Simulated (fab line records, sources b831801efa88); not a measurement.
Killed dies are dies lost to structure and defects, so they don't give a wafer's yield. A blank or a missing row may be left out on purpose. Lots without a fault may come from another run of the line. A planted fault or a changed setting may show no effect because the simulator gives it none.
Which tool did it? | flow sky130 | 14 lots, 42 wafers sampled, at 5 steps of a route of 708

WHAT THE GAUGES READ, wafer by wafer
SKY_LDD_HVP_TW_MEAS_10.
lot  | measured     | on            | LDD_HVP_TW
L203 | day 21 08:23 | film_metro-01 | 456.2 454.8 453.6
L206 | day 22 17:26 | film_metro-01 | 457.3 456.9 456.6
L207 | day 23 05:11 | film_metro-04 | 457.3 457.4 455.8
L211 | day 24 20:02 | film_metro-03 | 460.9 460.3 459.3
L212 | day 25 01:50 | film_metro-03 | 457.6 458.5 460.2
L213 | day 25 09:50 | film_metro-04 | 459.6 458.3 461.2
L214 | day 25 20:28 | film_metro-04 | 457.2 457.2 456.9
L215 | day 26 04:07 | film_metro-03 | 458.4 462.1 460.4
L216 | day 26 12:08 | film_metro-04 | 460.9 459.6 458.2
L219 | day 27 09:25 | film_metro-03 | 72.5 73.4 72.7
L220 | day 27 14:29 | film_metro-03 | 459.8 459.3 459.7
L221 | day 28 01:28 | film_metro-03 | 72.3 73.0 73.0
L222 | day 28 11:59 | film_metro-03 | 457.2 456.8 458.4
L226 | day 29 20:02 | film_metro-01 | 461.5 460.5 460.9

SKY_CAP2M_THK_MEAS_01.
lot  | measured     | on            | CAP2M_CVD_00_THK (nm)
L203 | day 39 12:41 | film_metro-01 | 15.37 15.49 15.67
L206 | day 40 15:59 | film_metro-03 | 15.73 15.75 15.88
L207 | day 41 00:54 | film_metro-03 | 15.16 15.09 15.44
L211 | day 42 07:10 | film_metro-03 | 15.14 15.39 15.46
L212 | day 42 12:29 | film_metro-04 | 15.25 15.27 15.44
L213 | day 42 18:25 | film_metro-03 | 15.25 15.59 15.62
L214 | day 43 04:16 | film_metro-03 | 15.58 15.73 15.58
L215 | day 43 06:38 | film_metro-01 | 15.48 15.49 15.37
L216 | day 43 14:44 | film_metro-01 | 15.58 15.75 15.62
L219 | day 44 08:11 | film_metro-01 | 15.06 15.14 15.28
L220 | day 44 18:32 | film_metro-01 | 15.41 15.37 15.88
L221 | day 44 19:38 | film_metro-03 | 15.49 15.59 15.55
L222 | day 45 05:08 | film_metro-03 | 15.57 15.76 15.59
L226 | day 46 02:27 | film_metro-01 | 15.52 15.41 15.46

WHICH TOOL RAN EACH LOT (tool, then ch and the chambers of the sampled wafers, then the start)
lot  | SKY_LDD_HVP_DEVELOP_06            | SKY_METAL2_SPUTTER_00        | SKY_METAL2_DESCUM_17
L203 | litho_track-03 ch 0, day 21 07:56 | pvd_sputter-04, day 33 20:38 | rie_metal-01 ch 0,1, day 34 23:38
L206 | litho_track-03 ch 0, day 22 16:59 | pvd_sputter-04, day 35 00:47 | rie_metal-04 ch 0,1, day 36 03:09
L207 | litho_track-03 ch 0, day 23 04:46 | pvd_sputter-02, day 35 09:46 | rie_metal-01 ch 0, day 36 12:18
L211 | litho_track-04 ch 0, day 24 19:36 | pvd_sputter-02, day 36 18:59 | rie_metal-01 ch 0, day 37 21:06
L212 | litho_track-03 ch 0, day 25 01:25 | pvd_sputter-04, day 37 01:41 | rie_metal-02 ch 0,1, day 38 04:00
L213 | litho_track-04 ch 0, day 25 09:24 | pvd_sputter-01, day 37 07:32 | rie_metal-02 ch 0,1, day 38 09:15
L214 | litho_track-02 ch 0, day 25 20:01 | pvd_sputter-02, day 37 18:58 | rie_metal-02 ch 0,1, day 38 21:15
L215 | litho_track-02 ch 0, day 26 03:40 | pvd_sputter-02, day 38 00:49 | rie_metal-02 ch 0,1, day 39 02:24
L216 | litho_track-02 ch 0, day 26 11:43 | pvd_sputter-02, day 38 08:00 | rie_metal-01 ch 0,1, day 39 09:01
L219 | litho_track-02 ch 0, day 27 08:58 | pvd_sputter-01, day 39 02:49 | rie_metal-02 ch 0,1, day 40 03:38
L220 | litho_track-04 ch 0, day 27 14:03 | pvd_sputter-02, day 39 11:28 | rie_metal-04 ch 0,1, day 40 12:11
L221 | litho_track-02 ch 0, day 28 01:01 | pvd_sputter-04, day 39 16:19 | rie_metal-01 ch 0,1, day 40 16:56
L222 | litho_track-04 ch 0, day 28 11:33 | pvd_sputter-02, day 40 01:16 | rie_metal-04 ch 0,1, day 41 02:39
L226 | litho_track-03 ch 0, day 29 19:37 | pvd_sputter-02, day 41 03:58 | rie_metal-04 ch 1, day 42 03:21
- SKY_LDD_HVP_DEVELOP_06: develop time 60 s.
- SKY_METAL2_SPUTTER_00: material Ti, target thk 15 nm, time 10 s.
- SKY_METAL2_DESCUM_17: chemistry O2, time 8 s.

WHAT THE TOOLS THEMSELVES READ (means of the sampled wafers that have a number; where no wafer has one, the mark that the record gives instead)
SKY_METAL2_SPUTTER_00.
lot  | tool           | throttle_valve_pct (%)
L203 | pvd_sputter-04 | 31.2
L206 | pvd_sputter-04 | 30.4
L207 | pvd_sputter-02 | 30.0
L211 | pvd_sputter-02 | 29.8
L212 | pvd_sputter-04 | 31.1
L213 | pvd_sputter-01 | 30.3
L214 | pvd_sputter-02 | 29.8
L215 | pvd_sputter-02 | 29.9
L216 | pvd_sputter-02 | 29.3
L219 | pvd_sputter-01 | 30.1
L220 | pvd_sputter-02 | 29.6
L221 | pvd_sputter-04 | 30.0
L222 | pvd_sputter-02 | 30.0
L226 | pvd_sputter-02 | 30.3

SKY_METAL2_DESCUM_17.
lot  | tool         | chamber_pressure_mTorr (mTorr) | drypump_motor_current_A (A) | oes_product_au (a.u.) | rf_fwd_power_W (W)
L203 | rie_metal-01 | 10.00                          | 5.2                         | 0.994                 | 148.0
L206 | rie_metal-04 | 10.00                          | 5.9                         | 1.000                 | 147.0
L207 | rie_metal-01 | 10.00                          | 6.2                         | 0.989                 | 147.8
L211 | rie_metal-01 | 10.00                          | 6.2                         | 0.977                 | 148.3
L212 | rie_metal-02 | 9.99                           | 5.5                         | 1.005                 | 147.1
L213 | rie_metal-02 | 10.00                          | 5.6                         | 0.997                 | 146.7
L214 | rie_metal-02 | 10.00                          | 5.5                         | 1.007                 | 146.9
L215 | rie_metal-02 | 9.99                           | 5.5                         | 1.007                 | 147.5
L216 | rie_metal-01 | 10.01                          | 5.2                         | 0.996                 | 147.8
L219 | rie_metal-02 | 10.00                          | 5.6                         | 0.999                 | 147.5
L220 | rie_metal-04 | 9.99                           | 5.8                         | 0.989                 | 146.9
L221 | rie_metal-01 | 10.01                          | 5.2                         | 0.996                 | 148.5
L222 | rie_metal-04 | 9.99                           | 5.9                         | 0.995                 | 147.1
L226 | rie_metal-04 | 10.01                          | 5.8                         | 1.004                 | 146.1

THE ANSWER, worked out from the rows above alone
Rule: what is usual is taken from the lots themselves. Put in order of their means at a reading, lots are off if they are a third of the lots or fewer, leave a main group of 4 or more, and stand apart from it by a gap of 3 or more times the standard deviation of the main group's means; of several such gaps the widest counts. A main group whose means are all the same, to the digits that the tables above print for the reading, isn't used. A lot without any number at a reading at which 4 lots or more have one is off too. The other lots that the step has rows for count as sound. The gauges are gone through in route order, then the tools' own readings, and for those a lot's mean is taken as printed above. The first step at which some lot is off is used, and at that step the reading that is off furthest; a lot without a number counts as furthest.
Off: L219, L221, at SKY_LDD_HVP_TW_MEAS_10 (LDD_HVP_TW). The main group: mean 458.5, standard deviation 1.8.
A tool fits if, at a process step before that reading, it ran every lot that is off, and no sound lot after the first of them. The gauges at SKY_LDD_HVP_TW_MEAS_10 are tried like those tools. One fits: litho_track-02 at SKY_LDD_HVP_DEVELOP_06. Its last sound lot is L216 (day 26 11:43), its first lot that is off L219 (day 27 08:58): a fault that began between those two fits.

WHAT THE SIMULATOR HAD PUT IN
Process parameter drift: litho_track-02, from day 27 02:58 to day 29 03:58, at SKY_LDD_HVP_DEVELOP_06. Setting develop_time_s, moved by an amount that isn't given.
Lots struck among those shown: L219, L221. The rule above found the same.
